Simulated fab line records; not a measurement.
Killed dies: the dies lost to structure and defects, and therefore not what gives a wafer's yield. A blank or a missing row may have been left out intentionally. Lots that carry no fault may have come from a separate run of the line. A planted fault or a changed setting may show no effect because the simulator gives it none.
Chamber matching / flow gf180mcu / GF_V2_CMP_04 on cmp-02: 4 sister chambers
The step polishes SiO2. 16 wafers are shown with their chamber, then 8 later ones without.

== WAFERS, EACH WITH ITS CHAMBER ==
wafer=L987.2; chamber=1; motorCurrentA (A)=11.6; slurryFilterDpKPa (kPa)=13.63; timeToEndpointS (s)=78
wafer=L987.4; chamber=3; motorCurrentA (A)=9.8; slurryFilterDpKPa (kPa)=13.46; timeToEndpointS (s)=71
wafer=L987.5; chamber=2; motorCurrentA (A)=10.9; slurryFilterDpKPa (kPa)=13.31; timeToEndpointS (s)=86
wafer=L988.1; chamber=2; motorCurrentA (A)=10.7; slurryFilterDpKPa (kPa)=13.36; timeToEndpointS (s)=78
wafer=L988.3; chamber=3; motorCurrentA (A)=10.2; slurryFilterDpKPa (kPa)=13.44; timeToEndpointS (s)=85
wafer=L988.5; chamber=0; motorCurrentA (A)=10.4; slurryFilterDpKPa (kPa)=13.74; timeToEndpointS (s)=88
wafer=L990.1; chamber=2; motorCurrentA (A)=11.1; slurryFilterDpKPa (kPa)=13.27; timeToEndpointS (s)=76
wafer=L990.3; chamber=1; motorCurrentA (A)=11.0; slurryFilterDpKPa (kPa)=13.52; timeToEndpointS (s)=79
wafer=L990.6; chamber=1; motorCurrentA (A)=11.6; slurryFilterDpKPa (kPa)=13.43; timeToEndpointS (s)=85
wafer=L991.1; chamber=2; motorCurrentA (A)=10.5; slurryFilterDpKPa (kPa)=13.44; timeToEndpointS (s)=79
wafer=L991.3; chamber=0; motorCurrentA (A)=12.1; slurryFilterDpKPa (kPa)=13.49; timeToEndpointS (s)=75
wafer=L991.6; chamber=3; motorCurrentA (A)=10.0; slurryFilterDpKPa (kPa)=13.39; timeToEndpointS (s)=78
wafer=L997.3; chamber=2; motorCurrentA (A)=10.5; slurryFilterDpKPa (kPa)=13.60; timeToEndpointS (s)=81
wafer=L997.4; chamber=3; motorCurrentA (A)=9.5; slurryFilterDpKPa (kPa)=13.74; timeToEndpointS (s)=83
wafer=L997.5; chamber=2; motorCurrentA (A)=11.0; slurryFilterDpKPa (kPa)=13.42; timeToEndpointS (s)=86
wafer=L101.3; chamber=3; motorCurrentA (A)=10.2; slurryFilterDpKPa (kPa)=13.56; timeToEndpointS (s)=78

SIGNATURES, as means of the wafers listed above
reading=motorCurrentA; chamber 0=11.250; chamber 1=11.400; chamber 2=10.783; chamber 3=9.940; scatter within a chamber=0.444
reading=slurryFilterDpKPa; chamber 0=13.6150; chamber 1=13.5267; chamber 2=13.4000; chamber 3=13.5180; scatter within a chamber=0.128
reading=timeToEndpointS; chamber 0=81.50; chamber 1=80.67; chamber 2=81.00; chamber 3=79.00; scatter within a chamber=5.16
Rule: for a wafer and a chamber, the distance is found by dividing, reading by reading, the gap between the wafer's reading and the chamber's mean by the reading's scatter, squaring, summing and taking the root. The wafer belongs to the nearest chamber; if the next one is less than 2 further off, it can't be placed. How the scatter is found: for the shown wafers, subtract from each reading the mean of its chamber, square and add these, divide the total by (wafers less chambers), then take the root.

== WAFERS WITHOUT THEIR CHAMBER ==
wafer=L101.5; motorCurrentA (A)=11.1; slurryFilterDpKPa (kPa)=13.64; timeToEndpointS (s)=84
wafer=L101.6; motorCurrentA (A)=9.9; slurryFilterDpKPa (kPa)=13.55; timeToEndpointS (s)=82
wafer=L104.1; motorCurrentA (A)=10.0; slurryFilterDpKPa (kPa)=13.40; timeToEndpointS (s)=64
wafer=L104.3; motorCurrentA (A)=11.9; slurryFilterDpKPa (kPa)=13.74; timeToEndpointS (s)=78
wafer=L104.4; motorCurrentA (A)=10.6; slurryFilterDpKPa (kPa)=13.59; timeToEndpointS (s)=78
wafer=L106.2; motorCurrentA (A)=11.3; slurryFilterDpKPa (kPa)=13.49; timeToEndpointS (s)=88
wafer=L106.4; motorCurrentA (A)=10.3; slurryFilterDpKPa (kPa)=13.55; timeToEndpointS (s)=82
wafer=L106.5; motorCurrentA (A)=12.0; slurryFilterDpKPa (kPa)=13.46; timeToEndpointS (s)=82

== EACH ONE'S CHAMBER ==
wafer=L101.5; from the rows above=can't be placed: 0 or 1 or 2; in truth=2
wafer=L101.6; from the rows above=can't be placed: 3 or 2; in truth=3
wafer=L104.1; from the rows above=can't be placed: 3 or 2 or 1 or 0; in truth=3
wafer=L104.3; from the rows above=can't be placed: 0 or 1 or 2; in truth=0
wafer=L104.4; from the rows above=can't be placed: 3 or 0 or 2 or 1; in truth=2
wafer=L106.2; from the rows above=can't be placed: 1 or 0 or 2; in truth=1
wafer=L106.4; from the rows above=can't be placed: 3 or 2 or 0 or 1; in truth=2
wafer=L106.5; from the rows above=can't be placed: 1 or 0 or 2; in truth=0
Placed correctly: 0 of 8. Cannot be placed on the basis of these rows: 8; the candidates contain the true chamber in 8. Wrongly placed: 0.
